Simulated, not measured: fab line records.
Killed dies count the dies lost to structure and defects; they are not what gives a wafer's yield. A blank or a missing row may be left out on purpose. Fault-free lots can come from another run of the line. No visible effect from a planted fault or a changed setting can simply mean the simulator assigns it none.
fab line records | flow sky130
record: lots: 24 | wafers: 72 | last-day: 50
route steps=708 shown LDD_LDN@301 CONTACT@420 METAL2@485 VIA2@519
lots with no fault: from the same line, run without faults
start-h: hours from the record's opening day to when the first of the lot's shown wafers began | wait-h: hours elapsed since this lot's preceding step | " unchanged from the row above | L1.1+2: one row covering several wafers at once | - value missing, or start not given | * or withheld: withheld | < > ~ a bound
route shown NAME@n: a module of which the file shows steps, and the number in the route of the first | usual: mean/standard deviation taken from wafers without a fault | same: alike in all rows | chamber/n: place in a boat | sites: the reading at each site | _std_site: how widely they spread, as a standard deviation | _edge_site: outer sites' mean less inner sites' | radius-mm: for every site, how far away it sits from the centre of the wafer | mask NAME#n: copy n | behind: the tool/chamber that last shaped the wafer | hold: cause of the lot's hold/its duration in hours/its outcome | device: the n, p or np transistor that did not switch | end of line: the same wafers' tests at the end of the route | for a step that has no rows: nothing shown but its recipe | killed: dies lost to structure and defects at the first sort, not the wafer's yield | map: shows each die of a wafer: x if killed, . if not, _ if none is there
set.NAME: the run value of the setting; set.NAME@STEP: its run value at that earlier step | model.NAME: the simulator's own value behind a step, which no gauge read
route steps across a sampled set of lots; one table per step, one row per wafer
services: when a tool's chamber went out of use (start-h, in hours from the record's first day, below 0 if earlier), for how many hours, and the reason
== steps ==
step: SKY_LDD_LDN_STRIP_12
recipe: chemistry: O2/N2 | power-w: 1400 | pressure-mtorr: 1500 | platen-temp-c: withheld | o2-flow-sccm: 3000 | n2-flow-sccm: 300 | overash-fraction: 0.5
usual: drypump-motor-current-A: 5.8/0.53 | oes-product-au: 0.716/0.0041 | strip-time-to-endpoint-s: 14.17/0.043
same: overash-fraction: 0.5
lot.wafer | tool            | chamber | start-h | wait-h | drypump-motor-current-A | oes-product-au | rf-hours-counter-h | strip-time-to-endpoint-s
L074.1    | plasma-asher-03 | 0       | 518.69  | 0.1    | 5.9                     | 0.718          | 8                  | 14.10
L074.3    | "               | 1       | "       | "      | 6.2                     | 0.720          | -                  | 14.12
L074.4    | "               | 0       | "       | "      | 5.9                     | 0.721          | -                  | 14.16
L075.1    | plasma-asher-03 | 0       | 523.89  | 0.1    | 5.9                     | 0.721          | 9                  | 14.20
L075.3    | "               | 1       | "       | "      | 6.2                     | 0.720          | -                  | 14.26
L075.4    | "               | 0       | "       | "      | 5.9                     | 0.718          | -                  | 14.26
L076.3    | plasma-asher-01 | 1       | 543.15  | 0.1    | 6.3                     | 0.717          | -                  | 14.11
L076.4    | "               | 0       | "       | "      | 6.4                     | 0.713          | -                  | 14.13
L076.6    | "               | 0       | "       | "      | 6.4                     | 0.717          | -                  | 14.16
L077.1    | plasma-asher-02 | 1       | 548.47  | 0.1    | 4.9                     | 0.714          | 42                 | 14.21
L077.5    | "               | 0       | "       | "      | 5.5                     | 0.720          | -                  | 14.21
L077.6    | "               | 1       | "       | "      | 4.9                     | 0.715          | -                  | 14.21
L078.1    | plasma-asher-01 | 1       | 566.69  | 0.1    | 6.3                     | 0.717          | 76                 | 14.12
L078.4    | "               | 1       | "       | "      | 6.3                     | 0.720          | -                  | 14.09
L078.5    | "               | 0       | "       | "      | 6.4                     | 0.719          | -                  | 14.08
L079.1    | plasma-asher-02 | 0       | 567.59  | 0.1    | 5.5                     | 0.716          | 44                 | 14.16
L079.4    | "               | 0       | "       | "      | 5.5                     | 0.714          | -                  | 14.07
L079.5    | "               | 0       | "       | "      | 5.5                     | 0.717          | -                  | 14.14
L080.4    | plasma-asher-03 | 0       | 579.57  | 0.1    | 5.9                     | 0.723          | -                  | 14.15
L080.5    | "               | 0       | "       | "      | 5.9                     | 0.722          | -                  | 14.18
L080.6    | "               | 1       | "       | "      | 6.2                     | 0.719          | -                  | 14.18
L081.1    | plasma-asher-02 | 0       | 586.79  | 0.1    | 5.5                     | 0.713          | 46                 | 14.14
L081.2    | "               | 1       | "       | "      | 4.9                     | 0.713          | 46                 | 14.15
L081.3    | "               | 0       | "       | "      | 5.5                     | 0.719          | -                  | 14.18
L082.1    | plasma-asher-01 | 0       | 593.87  | 0.1    | 6.4                     | 0.716          | 79                 | 14.13
L082.3    | "               | 1       | "       | "      | 6.3                     | 0.710          | -                  | 14.15
L082.6    | "               | 1       | "       | "      | 6.3                     | 0.707          | -                  | 14.16
L083.1    | plasma-asher-03 | 0       | 607.64  | 0.1    | 5.9                     | 0.713          | 18                 | 14.21
L083.2    | "               | 1       | "       | "      | 6.2                     | 0.716          | 18                 | 14.18
L083.6    | "               | 1       | "       | "      | 6.2                     | 0.714          | -                  | 14.21
L084.1    | plasma-asher-01 | 1       | 608.87  | 0.1    | 6.3                     | 0.717          | 81                 | 14.14
L084.3    | "               | 0       | "       | "      | 6.4                     | 0.720          | -                  | 14.12
L084.4    | "               | 1       | "       | "      | 6.3                     | 0.723          | -                  | 14.19
L085.4    | plasma-asher-01 | 1       | 617.02  | 0.1    | 6.3                     | 0.716          | -                  | 14.16
L085.5    | "               | 1       | "       | "      | 6.3                     | 0.712          | -                  | 14.22
L085.6    | "               | 0       | "       | "      | 6.4                     | 0.708          | -                  | 14.19
L086.1    | plasma-asher-01 | 0       | 630.74  | 0.1    | 6.4                     | 0.716          | 84                 | 14.20
L086.3    | "               | 0       | "       | "      | 6.4                     | 0.715          | -                  | 14.20
L086.6    | "               | 0       | "       | "      | 6.4                     | 0.714          | -                  | 14.19
L087.1    | plasma-asher-01 | 0       | 636.74  | 0.1    | 6.4                     | 0.711          | 85                 | 14.15
L087.2    | "               | 1       | "       | "      | 6.3                     | 0.729          | 85                 | 14.15
L087.6    | "               | 0       | "       | "      | 6.4                     | 0.716          | -                  | 14.15
L088.2    | plasma-asher-03 | 1       | 641.67  | 0.1    | 6.2                     | 0.721          | 23                 | 14.19
L088.3    | "               | 1       | "       | "      | 6.2                     | 0.722          | -                  | 14.17
L088.5    | "               | 1       | "       | "      | 6.2                     | 0.718          | -                  | 14.17
L089.1    | plasma-asher-02 | 0       | 653.39  | 0.1    | 5.5                     | 0.726          | 46                 | 14.22
L089.2    | "               | 1       | "       | "      | 4.9                     | 0.715          | 46                 | 14.20
L089.6    | "               | 0       | "       | "      | 5.5                     | 0.720          | -                  | 14.19
L090.1    | plasma-asher-03 | 1       | 663.57  | 0.1    | 6.2                     | 0.723          | 25                 | 14.23
L090.3    | "               | 1       | "       | "      | 6.2                     | 0.723          | -                  | 14.24
L090.6    | "               | 0       | "       | "      | 5.9                     | 0.721          | -                  | 14.19
L091.3    | plasma-asher-02 | 1       | 674.87  | 0.1    | 4.9                     | 0.721          | -                  | 14.15
L091.4    | "               | 0       | "       | "      | 5.5                     | 0.716          | -                  | 14.16
L091.5    | "               | 1       | "       | "      | 4.9                     | 0.717          | -                  | 14.19
L093.1    | plasma-asher-02 | 0       | 691.24  | 0.1    | 5.5                     | 0.713          | 51                 | 14.22
L093.2    | "               | 1       | "       | "      | 4.9                     | 0.714          | 51                 | 14.19
L093.3    | "               | 0       | "       | "      | 5.5                     | 0.712          | -                  | 14.18
L092.2    | plasma-asher-02 | 0       | 692.14  | 0.1    | 5.5                     | 0.719          | 51                 | 14.08
L092.3    | "               | 0       | "       | "      | 5.5                     | 0.713          | -                  | 14.14
L092.5    | "               | 0       | "       | "      | 5.5                     | 0.712          | -                  | 14.15
L095.1    | plasma-asher-03 | 0       | 694.39  | 0.1    | 5.9                     | 0.718          | 29                 | 14.22
L095.2    | "               | 1       | "       | "      | 6.2                     | 0.724          | 29                 | 14.20
L095.4    | "               | 0       | "       | "      | 5.9                     | 0.716          | -                  | 14.24
L094.2    | plasma-asher-03 | 1       | 701.84  | 0.1    | 6.2                     | 0.714          | 30                 | 14.17
L094.4    | "               | 0       | "       | "      | 5.9                     | 0.717          | -                  | 14.15
L094.6    | "               | 1       | "       | "      | 6.2                     | 0.711          | -                  | 14.18
L096.1    | plasma-asher-02 | 1       | 705.49  | 0.1    | 4.9                     | 0.711          | 53                 | 14.14
L096.4    | "               | 1       | "       | "      | 4.8                     | 0.712          | -                  | 14.15
L096.5    | "               | 1       | "       | "      | 4.8                     | 0.710          | -                  | 14.15
L097.1    | plasma-asher-03 | 1       | 718.44  | 0.1    | 6.2                     | 0.718          | 32                 | 14.22
L097.4    | "               | 0       | "       | "      | 5.9                     | 0.715          | -                  | 14.20
L097.6    | "               | 1       | "       | "      | 6.2                     | 0.710          | -                  | 14.29
step: SKY_CONTACT_CD_MEAS_14
recipe: target-cd-nm: 170
usual: cd-nm: 170.0/1.6
lot.wafer | tool      | chamber | start-h | wait-h | cd-nm
L074.1    | cd-sem-01 | -       | 729.15  | -      | 167.9
L074.3    | "         | -       | "       | "      | 168.7
L074.4    | "         | -       | "       | "      | 167.9
L075.1    | cd-sem-01 | -       | 732.58  | -      | 172.4
L075.3    | "         | -       | "       | "      | 172.9
L075.4    | "         | -       | "       | "      | 172.9
L076.3    | cd-sem-02 | -       | 753.52  | -      | 169.0
L076.4    | "         | -       | "       | "      | 167.8
L076.6    | "         | -       | "       | "      | 169.0
L077.1    | cd-sem-01 | -       | 755.85  | -      | 171.6
L077.5    | "         | -       | "       | "      | 171.4
L077.6    | "         | -       | "       | "      | 171.8
L078.1    | cd-sem-02 | -       | 771.13  | -      | 170.7
L078.4    | "         | -       | "       | "      | 172.4
L078.5    | "         | -       | "       | "      | 172.0
L079.1    | cd-sem-01 | -       | 784.24  | -      | 171.9
L079.4    | "         | -       | "       | "      | 172.1
L079.5    | "         | -       | "       | "      | 171.8
L080.4    | cd-sem-01 | -       | 785.11  | -      | 170.3
L080.5    | "         | -       | "       | "      | 169.5
L080.6    | "         | -       | "       | "      | 167.8
L081.1    | cd-sem-02 | -       | 787.10  | -      | 169.1
L081.2    | "         | -       | "       | "      | 169.0
L081.3    | "         | -       | "       | "      | 169.5
L082.1    | cd-sem-01 | -       | 792.53  | -      | 169.1
L082.3    | "         | -       | "       | "      | 170.5
L082.6    | "         | -       | "       | "      | 169.4
L083.1    | cd-sem-01 | -       | 806.10  | -      | 171.6
L083.2    | "         | -       | "       | "      | 170.8
L083.6    | "         | -       | "       | "      | 171.7
L084.1    | cd-sem-02 | -       | 807.09  | -      | 168.8
L084.3    | "         | -       | "       | "      | 170.7
L084.4    | "         | -       | "       | "      | 170.2
L085.4    | cd-sem-01 | -       | 815.80  | -      | 170.9
L085.5    | "         | -       | "       | "      | 171.2
L085.6    | "         | -       | "       | "      | 171.6
L086.1    | cd-sem-01 | -       | 826.03  | -      | 171.5
L086.3    | "         | -       | "       | "      | 169.6
L086.6    | "         | -       | "       | "      | 171.0
L087.1    | cd-sem-02 | -       | 834.14  | -      | 166.9
L087.2    | "         | -       | "       | "      | 165.7
L087.6    | "         | -       | "       | "      | 166.3
L088.2    | cd-sem-01 | -       | 837.27  | -      | 169.0
L088.3    | "         | -       | "       | "      | 169.4
L088.5    | "         | -       | "       | "      | 169.9
L089.1    | cd-sem-02 | -       | 846.85  | -      | 168.8
L089.2    | "         | -       | "       | "      | 169.8
L089.6    | "         | -       | "       | "      | 168.4
L090.1    | cd-sem-01 | -       | 857.30  | -      | 170.1
L090.3    | "         | -       | "       | "      | 169.6
L090.6    | "         | -       | "       | "      | 169.6
L091.3    | cd-sem-01 | -       | 867.78  | -      | 169.8
L091.4    | "         | -       | "       | "      | 170.8
L091.5    | "         | -       | "       | "      | 171.0
L092.2    | cd-sem-01 | -       | 888.21  | -      | 169.8
L092.3    | "         | -       | "       | "      | 170.1
L092.5    | "         | -       | "       | "      | 169.8
L093.1    | cd-sem-01 | -       | 888.54  | -      | 171.8
L093.2    | "         | -       | "       | "      | 171.9
L093.3    | "         | -       | "       | "      | 171.6
L095.1    | cd-sem-02 | -       | 890.85  | -      | 168.6
L095.2    | "         | -       | "       | "      | 168.5
L095.4    | "         | -       | "       | "      | 169.3
L094.2    | cd-sem-01 | -       | 891.91  | -      | 172.1
L094.4    | "         | -       | "       | "      | 171.6
L094.6    | "         | -       | "       | "      | 171.6
L096.1    | cd-sem-02 | -       | 896.94  | -      | 169.3
L096.4    | "         | -       | "       | "      | 169.6
L096.5    | "         | -       | "       | "      | 169.2
L097.1    | cd-sem-01 | -       | 906.85  | -      | 167.0
L097.4    | "         | -       | "       | "      | 169.2
L097.6    | "         | -       | "       | "      | 166.1
step: SKY_METAL2_SPUTTER_02
recipe: material: AlCu | target-thk-nm: 250 | power-w: 10600 | time-s: 13.3 | chamber-pressure-pa: 0.4
usual: throttle-valve-pct: 29.9/0.96
same: time-s: 13.3
lot.wafer | tool           | chamber | start-h | wait-h | throttle-valve-pct
L074.1    | pvd-sputter-04 | -       | 787.41  | 0.0    | 29.0
L074.3    | "              | -       | "       | "      | 31.8
L074.4    | "              | -       | "       | "      | 30.1
L075.1    | pvd-sputter-01 | -       | 791.15  | 0.0    | 29.8
L075.3    | "              | -       | "       | "      | 29.1
L075.4    | "              | -       | "       | "      | 29.9
L076.3    | pvd-sputter-02 | -       | 810.75  | 0.0    | 28.2
L076.4    | "              | -       | "       | "      | 28.7
L076.6    | "              | -       | "       | "      | 28.6
L077.1    | pvd-sputter-02 | -       | 813.42  | 0.0    | 30.2
L077.5    | "              | -       | "       | "      | 28.2
L077.6    | "              | -       | "       | "      | 30.3
L078.1    | pvd-sputter-04 | -       | 827.34  | 0.0    | 29.0
L078.4    | "              | -       | "       | "      | 31.6
L078.5    | "              | -       | "       | "      | 31.7
L079.1    | pvd-sputter-04 | -       | 841.92  | 0.0    | 31.5
L079.4    | "              | -       | "       | "      | 30.2
L079.5    | "              | -       | "       | "      | 30.0
L080.4    | pvd-sputter-02 | -       | 842.28  | 0.0    | 28.7
L080.5    | "              | -       | "       | "      | 29.8
L080.6    | "              | -       | "       | "      | 30.6
L081.1    | pvd-sputter-02 | -       | 844.27  | 0.0    | 30.4
L081.2    | "              | -       | "       | "      | 29.0
L081.3    | "              | -       | "       | "      | 29.4
L082.1    | pvd-sputter-04 | -       | 849.51  | 0.0    | 31.6
L082.3    | "              | -       | "       | "      | 30.2
L082.6    | "              | -       | "       | "      | 28.9
L083.1    | pvd-sputter-02 | -       | 862.73  | 0.0    | 28.6
L083.2    | "              | -       | "       | "      | 28.1
L083.6    | "              | -       | "       | "      | 28.4
L084.1    | pvd-sputter-04 | -       | 863.90  | 0.0    | 29.2
L084.3    | "              | -       | "       | "      | 30.1
L084.4    | "              | -       | "       | "      | 29.9
L085.4    | pvd-sputter-04 | -       | 873.10  | 0.0    | 29.0
L085.5    | "              | -       | "       | "      | 31.6
L085.6    | "              | -       | "       | "      | 29.1
L086.1    | pvd-sputter-01 | -       | 883.21  | 0.0    | 29.2
L086.3    | "              | -       | "       | "      | 30.1
L086.6    | "              | -       | "       | "      | 29.7
L087.1    | pvd-sputter-02 | -       | 890.74  | 0.0    | 28.6
L087.2    | "              | -       | "       | "      | 29.4
L087.6    | "              | -       | "       | "      | 29.5
L088.2    | pvd-sputter-02 | -       | 893.77  | 0.0    | 28.6
L088.3    | "              | -       | "       | "      | 28.5
L088.5    | "              | -       | "       | "      | 29.3
L089.1    | pvd-sputter-04 | -       | 903.84  | 0.0    | 30.4
L089.2    | "              | -       | "       | "      | 29.1
L089.6    | "              | -       | "       | "      | 31.6
L090.1    | pvd-sputter-04 | -       | 913.21  | 0.0    | 28.9
L090.3    | "              | -       | "       | "      | 29.6
L090.6    | "              | -       | "       | "      | 30.2
L091.3    | pvd-sputter-04 | -       | 923.53  | 0.0    | 29.1
L091.4    | "              | -       | "       | "      | 31.9
L091.5    | "              | -       | "       | "      | 30.2
L092.2    | pvd-sputter-04 | -       | 942.10  | 0.0    | 29.2
L092.3    | "              | -       | "       | "      | 31.4
L092.5    | "              | -       | "       | "      | 31.7
L093.1    | pvd-sputter-01 | -       | 942.88  | 0.0    | 30.0
L093.2    | "              | -       | "       | "      | 29.3
L093.3    | "              | -       | "       | "      | 29.5
L095.1    | pvd-sputter-01 | -       | 944.46  | 0.0    | 29.6
L095.2    | "              | -       | "       | "      | 30.0
L095.4    | "              | -       | "       | "      | 29.2
L094.2    | pvd-sputter-04 | -       | 945.82  | 0.0    | 28.9
L094.4    | "              | -       | "       | "      | 30.0
L094.6    | "              | -       | "       | "      | 31.5
L096.1    | pvd-sputter-04 | -       | 951.02  | 0.0    | 30.1
L096.4    | "              | -       | "       | "      | 29.0
L096.5    | "              | -       | "       | "      | 30.2
L097.1    | pvd-sputter-04 | -       | 960.30  | 0.0    | 29.6
L097.4    | "              | -       | "       | "      | 29.8
L097.6    | "              | -       | "       | "      | 29.0
step: SKY_METAL2_CD_MEAS_15
recipe: target-cd-nm: 140
usual: cd-nm: 140.0/1.3
lot.wafer | tool      | chamber | start-h | wait-h | cd-nm
L074.1    | cd-sem-02 | -       | 814.05  | -      | 140.9
L074.3    | "         | -       | "       | "      | 141.2
L074.4    | "         | -       | "       | "      | 141.7
L075.1    | cd-sem-01 | -       | 817.23  | -      | 139.6
L075.3    | "         | -       | "       | "      | 139.6
L075.4    | "         | -       | "       | "      | 139.6
L076.3    | cd-sem-02 | -       | 836.64  | -      | 139.7
L076.4    | "         | -       | "       | "      | 139.3
L076.6    | "         | -       | "       | "      | 137.6
L077.1    | cd-sem-02 | -       | 839.45  | -      | 139.6
L077.5    | "         | -       | "       | "      | 141.0
L077.6    | "         | -       | "       | "      | 140.8
L078.1    | cd-sem-02 | -       | 853.93  | -      | 138.6
L078.4    | "         | -       | "       | "      | 137.6
L078.5    | "         | -       | "       | "      | 138.7
L079.1    | cd-sem-02 | -       | 868.25  | -      | 138.2
L079.4    | "         | -       | "       | "      | 138.5
L079.5    | "         | -       | "       | "      | 139.6
L080.4    | cd-sem-01 | -       | 868.84  | -      | 139.9
L080.5    | "         | -       | "       | "      | 140.4
L080.6    | "         | -       | "       | "      | 139.6
L081.1    | cd-sem-01 | -       | 870.95  | -      | 141.8
L081.2    | "         | -       | "       | "      | 142.7
L081.3    | "         | -       | "       | "      | 141.5
L082.1    | cd-sem-01 | -       | 875.01  | -      | 140.2
L082.3    | "         | -       | "       | "      | 141.9
L082.6    | "         | -       | "       | "      | 141.5
L083.1    | cd-sem-02 | -       | 888.93  | -      | 138.2
L083.2    | "         | -       | "       | "      | 138.2
L083.6    | "         | -       | "       | "      | 139.5
L084.1    | cd-sem-02 | -       | 889.55  | -      | 139.8
L084.3    | "         | -       | "       | "      | 141.0
L084.4    | "         | -       | "       | "      | 139.8
L085.4    | cd-sem-02 | -       | 899.29  | -      | 140.1
L085.5    | "         | -       | "       | "      | 140.2
L085.6    | "         | -       | "       | "      | 138.9
L086.1    | cd-sem-01 | -       | 908.58  | -      | 139.7
L086.3    | "         | -       | "       | "      | 141.6
L086.6    | "         | -       | "       | "      | 140.1
L087.1    | cd-sem-01 | -       | 915.80  | -      | 139.6
L087.2    | "         | -       | "       | "      | 141.3
L087.6    | "         | -       | "       | "      | 140.2
L088.2    | cd-sem-02 | -       | 919.17  | -      | 139.0
L088.3    | "         | -       | "       | "      | 140.7
L088.5    | "         | -       | "       | "      | 140.6
L089.1    | cd-sem-01 | -       | 928.75  | -      | 139.6
L089.2    | "         | -       | "       | "      | 139.7
L089.6    | "         | -       | "       | "      | 139.1
L090.1    | cd-sem-02 | -       | 937.93  | -      | 140.4
L090.3    | "         | -       | "       | "      | 140.9
L090.6    | "         | -       | "       | "      | 140.5
L091.3    | cd-sem-02 | -       | 948.22  | -      | 141.8
L091.4    | "         | -       | "       | "      | 141.2
L091.5    | "         | -       | "       | "      | 140.7
L092.2    | cd-sem-02 | -       | 966.42  | -      | 137.9
L092.3    | "         | -       | "       | "      | 138.0
L092.5    | "         | -       | "       | "      | 137.8
L093.1    | cd-sem-02 | -       | 967.03  | -      | 140.7
L093.2    | "         | -       | "       | "      | 140.9
L093.3    | "         | -       | "       | "      | 141.7
L095.1    | cd-sem-01 | -       | 968.53  | -      | 139.5
L095.2    | "         | -       | "       | "      | 142.1
L095.4    | "         | -       | "       | "      | 140.8
L094.2    | cd-sem-02 | -       | 970.57  | -      | 138.3
L094.4    | "         | -       | "       | "      | 137.8
L094.6    | "         | -       | "       | "      | 137.4
L096.1    | cd-sem-02 | -       | 975.10  | -      | 141.7
L096.4    | "         | -       | "       | "      | 141.1
L096.5    | "         | -       | "       | "      | 141.9
L097.1    | cd-sem-02 | -       | 984.00  | -      | 140.6
L097.4    | "         | -       | "       | "      | 140.2
L097.6    | "         | -       | "       | "      | 141.0
step: SKY_VIA2_CD_MEAS_12
recipe: target-cd-nm: 200
usual: cd-nm: 200.0/1.6
lot.wafer | tool      | chamber | start-h | wait-h | cd-nm
L074.1    | cd-sem-02 | -       | 842.23  | -      | 197.9
L074.3    | "         | -       | "       | "      | 198.2
L074.4    | "         | -       | "       | "      | 199.5
L075.1    | cd-sem-02 | -       | 845.10  | -      | 199.8
L075.3    | "         | -       | "       | "      | 202.1
L075.4    | "         | -       | "       | "      | 201.2
L076.3    | cd-sem-02 | -       | 864.12  | -      | 198.3
L076.4    | "         | -       | "       | "      | 200.0
L076.6    | "         | -       | "       | "      | 200.1
L077.1    | cd-sem-02 | -       | 867.09  | -      | 200.1
L077.5    | "         | -       | "       | "      | 200.5
L077.6    | "         | -       | "       | "      | 202.4
L078.1    | cd-sem-02 | -       | 881.83  | -      | 197.9
L078.4    | "         | -       | "       | "      | 198.5
L078.5    | "         | -       | "       | "      | 199.1
L079.1    | cd-sem-02 | -       | 895.99  | -      | 201.4
L079.4    | "         | -       | "       | "      | 201.3
L079.5    | "         | -       | "       | "      | 201.4
L080.4    | cd-sem-02 | -       | 896.61  | -      | 203.3
L080.5    | "         | -       | "       | "      | 201.7
L080.6    | "         | -       | "       | "      | 202.0
L081.1    | cd-sem-02 | -       | 898.84  | -      | 198.9
L081.2    | "         | -       | "       | "      | 199.1
L081.3    | "         | -       | "       | "      | 197.6
L082.1    | cd-sem-01 | -       | 903.15  | -      | 200.1
L082.3    | "         | -       | "       | "      | 202.5
L082.6    | "         | -       | "       | "      | 204.6
L083.1    | cd-sem-01 | -       | 915.08  | -      | 200.9
L083.2    | "         | -       | "       | "      | 200.3
L083.6    | "         | -       | "       | "      | 201.9
L084.1    | cd-sem-02 | -       | 916.24  | -      | 202.3
L084.3    | "         | -       | "       | "      | 201.4
L084.4    | "         | -       | "       | "      | 201.2
L085.4    | cd-sem-01 | -       | 925.06  | -      | 200.6
L085.5    | "         | -       | "       | "      | 201.5
L085.6    | "         | -       | "       | "      | 201.7
L086.1    | cd-sem-01 | -       | 934.79  | -      | 199.2
L086.3    | "         | -       | "       | "      | 198.9
L086.6    | "         | -       | "       | "      | 199.2
L087.1    | cd-sem-01 | -       | 942.04  | -      | 199.4
L087.2    | "         | -       | "       | "      | 198.7
L087.6    | "         | -       | "       | "      | 198.3
L088.2    | cd-sem-02 | -       | 945.56  | -      | 201.4
L088.3    | "         | -       | "       | "      | 200.0
L088.5    | "         | -       | "       | "      | 201.7
L089.1    | cd-sem-02 | -       | 954.98  | -      | 198.1
L089.2    | "         | -       | "       | "      | 198.3
L089.6    | "         | -       | "       | "      | 199.1
L090.1    | cd-sem-01 | -       | 963.49  | -      | 200.5
L090.3    | "         | -       | "       | "      | 200.7
L090.6    | "         | -       | "       | "      | 200.1
L091.3    | cd-sem-02 | -       | 973.78  | -      | 201.1
L091.4    | "         | -       | "       | "      | 200.3
L091.5    | "         | -       | "       | "      | 200.3
L092.2    | cd-sem-02 | -       | 990.61  | -      | 198.0
L092.3    | "         | -       | "       | "      | 198.4
L092.5    | "         | -       | "       | "      | 198.0
L093.1    | cd-sem-01 | -       | 992.08  | -      | 199.0
L093.2    | "         | -       | "       | "      | 197.9
L093.3    | "         | -       | "       | "      | 199.0
L095.1    | cd-sem-01 | -       | 993.35  | -      | 200.8
L095.2    | "         | -       | "       | "      | 199.3
L095.4    | "         | -       | "       | "      | 199.8
L094.2    | cd-sem-02 | -       | 996.00  | -      | 201.0
L094.4    | "         | -       | "       | "      | 200.3
L094.6    | "         | -       | "       | "      | 199.2
L096.1    | cd-sem-01 | -       | 1000.49 | -      | 200.6
L096.4    | "         | -       | "       | "      | 200.4
L096.5    | "         | -       | "       | "      | 201.0
L097.1    | cd-sem-02 | -       | 1008.08 | -      | 196.0
L097.4    | "         | -       | "       | "      | 197.9
L097.6    | "         | -       | "       | "      | 197.3
step: SKY_VIA2_SPUTTER_20
recipe: material: TiN | target-thk-nm: 20 | chamber-pressure-pa: 5 | power-w: 4000 | time-s: 80
usual: throttle-valve-pct: 29.8/1.1
same: time-s: 80
lot.wafer | tool           | chamber | start-h | wait-h | throttle-valve-pct
L074.1    | pvd-sputter-03 | -       | 843.09  | 0.0    | 28.9
L074.3    | "              | -       | "       | "      | 29.4
L074.4    | "              | -       | "       | "      | 29.9
L075.1    | pvd-sputter-03 | -       | 846.39  | 0.0    | 32.0
L075.3    | "              | -       | "       | "      | 29.1
L075.4    | "              | -       | "       | "      | 29.6
L076.3    | pvd-sputter-03 | -       | 865.50  | 0.0    | 29.3
L076.4    | "              | -       | "       | "      | 29.6
L076.6    | "              | -       | "       | "      | 29.7
L077.1    | pvd-sputter-04 | -       | 867.94  | 0.0    | 30.1
L077.5    | "              | -       | "       | "      | 29.8
L077.6    | "              | -       | "       | "      | 31.9
L078.1    | pvd-sputter-04 | -       | 882.69  | 0.0    | 30.0
L078.4    | "              | -       | "       | "      | 30.3
L078.5    | "              | -       | "       | "      | 28.8
L079.1    | pvd-sputter-03 | -       | 896.84  | 0.0    | 29.4
L079.4    | "              | -       | "       | "      | 28.8
L079.5    | "              | -       | "       | "      | 29.3
L080.4    | pvd-sputter-04 | -       | 897.41  | 0.0    | 30.1
L080.5    | "              | -       | "       | "      | 31.5
L080.6    | "              | -       | "       | "      | 29.1
L081.1    | pvd-sputter-03 | -       | 899.69  | 0.0    | 29.7
L081.2    | "              | -       | "       | "      | 29.4
L081.3    | "              | -       | "       | "      | 31.7
L082.1    | pvd-sputter-03 | -       | 904.01  | 0.0    | 29.4
L082.3    | "              | -       | "       | "      | 32.0
L082.6    | "              | -       | "       | "      | 29.0
L083.1    | pvd-sputter-03 | -       | 915.94  | 0.0    | 29.4
L083.2    | "              | -       | "       | "      | 31.8
L083.6    | "              | -       | "       | "      | 29.7
L084.1    | pvd-sputter-03 | -       | 917.09  | 0.0    | 29.5
L084.3    | "              | -       | "       | "      | 32.0
L084.4    | "              | -       | "       | "      | 29.0
L085.4    | pvd-sputter-04 | -       | 925.86  | 0.0    | 31.8
L085.5    | "              | -       | "       | "      | 31.8
L085.6    | "              | -       | "       | "      | 30.0
L086.1    | pvd-sputter-02 | -       | 935.68  | 0.0    | 28.9
L086.3    | "              | -       | "       | "      | 28.4
L086.6    | "              | -       | "       | "      | 27.9
L087.1    | pvd-sputter-03 | -       | 942.90  | 0.0    | 28.7
L087.2    | "              | -       | "       | "      | 31.9
L087.6    | "              | -       | "       | "      | 29.2
L088.2    | pvd-sputter-02 | -       | 946.48  | 0.0    | 30.4
L088.3    | "              | -       | "       | "      | 28.3
L088.5    | "              | -       | "       | "      | 28.9
L089.1    | pvd-sputter-02 | -       | 955.84  | 0.0    | 30.1
L089.2    | "              | -       | "       | "      | 28.8
L089.6    | "              | -       | "       | "      | 30.5
L090.1    | pvd-sputter-03 | -       | 964.34  | 0.0    | 31.7
L090.3    | "              | -       | "       | "      | 29.0
L090.6    | "              | -       | "       | "      | 29.5
L091.3    | pvd-sputter-03 | -       | 974.59  | 0.0    | 31.7
L091.4    | "              | -       | "       | "      | 29.2
L091.5    | "              | -       | "       | "      | 29.4
L092.2    | pvd-sputter-03 | -       | 991.45  | 0.0    | 29.7
L092.3    | "              | -       | "       | "      | 29.4
L092.5    | "              | -       | "       | "      | 32.0
L093.1    | pvd-sputter-03 | -       | 992.94  | 0.0    | 31.9
L093.2    | "              | -       | "       | "      | 29.4
L093.3    | "              | -       | "       | "      | 29.0
L095.1    | pvd-sputter-04 | -       | 994.25  | 0.0    | 29.3
L095.2    | "              | -       | "       | "      | 30.0
L095.4    | "              | -       | "       | "      | 31.5
L094.2    | pvd-sputter-03 | -       | 996.92  | 0.0    | 29.6
L094.4    | "              | -       | "       | "      | 29.4
L094.6    | "              | -       | "       | "      | 29.4
L096.1    | pvd-sputter-02 | -       | 1001.34 | 0.0    | 29.2
L096.4    | "              | -       | "       | "      | 30.2
L096.5    | "              | -       | "       | "      | 29.6
L097.1    | pvd-sputter-04 | -       | 1008.95 | 0.0    | 28.9
L097.4    | "              | -       | "       | "      | 30.1
L097.6    | "              | -       | "       | "      | 29.1
== services ==
tool            | chamber | start-h | hours | kind
plasma-asher-03 | -       | 505.99  | 1.4   | repair
pvd-sputter-02  | -       | 539.41  | 14.8  | repair
plasma-asher-02 | -       | 559.86  | 2.8   | pm
pvd-sputter-02  | -       | 600.46  | 2.4   | repair
plasma-asher-03 | -       | 624.55  | 2.8   | pm
pvd-sputter-02  | -       | 626.16  | 1.3   | repair
pvd-sputter-04  | -       | 630.68  | 3.7   | repair
pvd-sputter-03  | -       | 639.44  | 4.2   | repair
pvd-sputter-03  | -       | 739.71  | 3.3   | repair
pvd-sputter-04  | -       | 754.70  | 7.2   | repair
pvd-sputter-03  | -       | 781.05  | 1.1   | repair
plasma-asher-03 | -       | 783.51  | 4.3   | pm
pvd-sputter-02  | -       | 788.00  | 3.3   | repair
plasma-asher-03 | -       | 796.02  | 35.5  | repair
plasma-asher-03 | -       | 798.37  | 3.5   | repair
plasma-asher-03 | -       | 831.99  | 4.6   | repair
pvd-sputter-02  | -       | 834.65  | 0.7   | repair
plasma-asher-03 | -       | 911.29  | 0.5   | repair
pvd-sputter-04  | -       | 911.49  | 1.2   | repair
pvd-sputter-04  | -       | 918.46  | 2.5   | repair
pvd-sputter-03  | -       | 965.85  | 3.1   | repair
plasma-asher-03 | -       | 966.84  | 2.2   | repair
pvd-sputter-04  | -       | 995.89  | 2.4   | repair
pvd-sputter-03  | -       | 998.68  | 1.3   | repair
== key ==
fault none
